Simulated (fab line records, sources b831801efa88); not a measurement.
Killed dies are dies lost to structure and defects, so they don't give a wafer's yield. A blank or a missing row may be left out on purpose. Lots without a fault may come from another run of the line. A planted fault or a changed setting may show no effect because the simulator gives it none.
Which tool did it? | flow gf180mcu | 6 lots, 18 wafers sampled, at 3 steps of a route of 602

WHAT THE GAUGES READ, wafer by wafer
GF_M5_CD_MEAS_07: target cd 280 nm.
lot  | measured     | on        | cd_nm (nm)
L899 | day 27 23:20 | cd_sem-02 | 278.3 276.9 277.9
L901 | day 28 14:48 | cd_sem-02 | 279.3 279.8 279.5
L903 | day 29 10:34 | cd_sem-02 | 282.1 282.6 281.7
L906 | day 29 23:55 | cd_sem-01 | 281.5 279.5 280.5
L912 | day 31 13:56 | cd_sem-02 | 257.2 257.5 256.8
L917 | day 32 20:41 | cd_sem-01 | 280.6 281.5 280.7

WHICH TOOL RAN EACH LOT (tool, then ch and the chambers of the sampled wafers, then the start)
lot  | GF_V4_SPUTTER_21             | GF_M5_PEB_05
L899 | pvd_sputter-04, day 26 04:59 | litho_track-01 ch 0, day 27 23:01
L901 | pvd_sputter-04, day 26 22:31 | litho_track-01 ch 0, day 28 14:27
L903 | pvd_sputter-04, day 27 19:12 | litho_track-03 ch 0, day 29 10:13
L906 | pvd_sputter-01, day 28 08:08 | litho_track-01 ch 0, day 29 23:36
L912 | pvd_sputter-01, day 30 01:09 | litho_track-03 ch 0, day 31 13:37
L917 | pvd_sputter-04, day 31 09:56 | litho_track-04 ch 0, day 32 20:20
- GF_V4_SPUTTER_21: material Ti, target thk 15 nm, time 80.02 s.
- GF_M5_PEB_05: peb time 90 s.

THE ANSWER, worked out from the rows above alone
Rule: what is usual is taken from the lots themselves. Put in order of their means at a reading, lots are off if they are a third of the lots or fewer, leave a main group of 4 or more, and stand apart from it by a gap of 3 or more times the standard deviation of the main group's means; of several such gaps the widest counts. A main group whose means are all the same, to the digits that the tables above print for the reading, isn't used. A lot without any number at a reading at which 4 lots or more have one is off too. The other lots that the step has rows for count as sound.
Off: L912, at GF_M5_CD_MEAS_07 (cd_nm). The main group: mean 280.2 nm, standard deviation 1.5.
A tool fits if, at a process step before that reading, it ran every lot that is off, and no sound lot after the first of them. The gauges at GF_M5_CD_MEAS_07 are tried like those tools. Can't be told from this: 3 tools fit, pvd_sputter-01 at GF_V4_SPUTTER_21, litho_track-03 at GF_M5_PEB_05, cd_sem-02 at GF_M5_CD_MEAS_07.

WHAT THE SIMULATOR HAD PUT IN
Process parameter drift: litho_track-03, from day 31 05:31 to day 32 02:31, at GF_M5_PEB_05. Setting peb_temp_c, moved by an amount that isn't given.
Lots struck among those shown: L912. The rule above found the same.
